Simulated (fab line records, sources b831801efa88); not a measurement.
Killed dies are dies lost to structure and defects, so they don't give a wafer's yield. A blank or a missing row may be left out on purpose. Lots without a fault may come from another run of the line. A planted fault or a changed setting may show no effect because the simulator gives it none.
A struck lot beside a sound one | flow sky130 | 15 steps out of a route of 708
Sound: wafers L652.1, L652.4, L652.6. Struck: wafers L654.4, L654.6. (L654.1 of the same lot was not struck and is left out.) The cause comes at the end.
At each step with rows: each side's tool, then ch and its chambers, then its first start. Under that, the readings that differ: sound wafers | struck wafers | difference of the means | sigmas: that difference in standard deviations of wafers without a fault.
alike: readings whose means differ by less than 2 such deviations, and words and numbers that are the same on both sides. not compared: withheld readings, readings that some wafer has no value for, bounds like >300 that may hide the same value, and numbers for which the record gives no deviation and whose values overlap.
The two part at a step that has a row with sigmas, a row that says differs or no value, or rows on one side only. Numbers that don't overlap but have no deviation are shown without sigmas and don't part them. A reading that every wafer of one side lacks parts them only if that side has two wafers or more.

SKY_VIA3_STRIP_16: strips in O2/N2.
  sound on plasma_asher-03 ch 0, day 41 04:32; struck on plasma_asher-04 ch 0,1, day 41 13:22
  reading                     | sound       | struck  | difference | sigmas
  drypump_motor_current_A (A) | 4.7 4.7 4.7 | 6.5 6.0 | +1.5       | +3
  alike: oes_product_au, strip_time_to_endpoint_s
  not compared: rf_hours_counter_h
then, 3 steps without rows for these wafers: SKY_VIA3_STRIP_17 (strips in post etch residue remover, time 1200 s); SKY_VIA3_CLEAN_18 (cleans in IPA, time 180 s); SKY_VIA3_CLEAN_19 (cleans in O3/DIW).
SKY_VIA3_SPUTTER_20: material TiN, target thk 20 nm, time 80 s.
  sound on pvd_sputter-04, day 41 05:08; struck on pvd_sputter-01, day 41 13:57
  alike: cathode_dc_power_W, throttle_valve_pct
SKY_VIA3_CVD_21: deposits W, target thk 390 nm, time 117.31 s.
  sound on cvd_w-01 ch 0,1, day 41 05:11; struck on cvd_w-02 ch 0,1, day 41 14:01
  reading            | sound       | struck  | difference | sigmas
  heater_power_w (W) | 778 779 855 | 862 902 | +78        | +2
SKY_VIA3_RS_MEAS_22: measures by four-point-probe.
  sound on film_metro-01, day 41 05:19; struck on film_metro-02, day 41 14:08
  reading            | sound             | struck      | difference | sigmas
  VIA3_W_RS (ohm/sq) | 0.285 0.285 0.291 | 0.296 0.308 | +0.015     | +2
SKY_VIA3_THK_MEAS_23: measures by xrf.
  sound on film_metro-01, day 41 05:26; struck on film_metro-02, day 41 14:15
  alike: VIA3_W_THK
then, 1 step without rows for these wafers: SKY_VIA3_CMP_24 (polishes, stops on SiO2, t overpolish 20 s, target thk 0 nm).
SKY_METAL4_SPUTTER_00: material Ti, target thk 15 nm, time 10 s.
  sound on pvd_sputter-03, day 41 05:47; struck on pvd_sputter-03, day 41 14:37
  alike: cathode_dc_power_W, throttle_valve_pct
then, 2 steps without rows for these wafers: SKY_METAL4_SPUTTER_01 (material TiN, target thk 20 nm, time 16.7 s); SKY_METAL4_SPUTTER_02 (material AlCu, target thk 735 nm, time 39.1 s).
SKY_METAL4_SPUTTER_03: material Ti, target thk 5 nm, time 3.3 s.
  sound on pvd_sputter-03, day 41 05:53; struck on pvd_sputter-03, day 41 14:42
  reading                                   | sound                | struck        | difference | sigmas
  cathode_dc_power_W (W)                    | 2999.3 2999.8 2998.9 | 3428.6 3428.3 | +429.1     | +99 or more
  model.Ti_of_METAL4_SPUTTER_03.thk_nm (nm) | 4.874 4.977 5.011    | 5.477 5.496   | +0.533     |
  alike: throttle_valve_pct
SKY_METAL4_SPUTTER_04: material TiN, target thk 70 nm, time 58.3 s.
  sound on pvd_sputter-03, day 41 05:53; struck on pvd_sputter-03, day 41 14:43
  alike: cathode_dc_power_W, throttle_valve_pct
-- the record jumps here: 6 days lie between the struck wafers' starts before and after (it left off in module METAL4 and takes up again in module PAD_OPEN, whose first step shown is number 708 of the route) --
SKY_PAD_OPEN_PROBE_99:
  the record has rows for the struck wafers here (prober-01, day 47 08:57) and none for the sound ones

WHERE THEY PART
First at SKY_VIA3_STRIP_16; last, within this record, at SKY_PAD_OPEN_PROBE_99.

WHY: what the simulator had put in
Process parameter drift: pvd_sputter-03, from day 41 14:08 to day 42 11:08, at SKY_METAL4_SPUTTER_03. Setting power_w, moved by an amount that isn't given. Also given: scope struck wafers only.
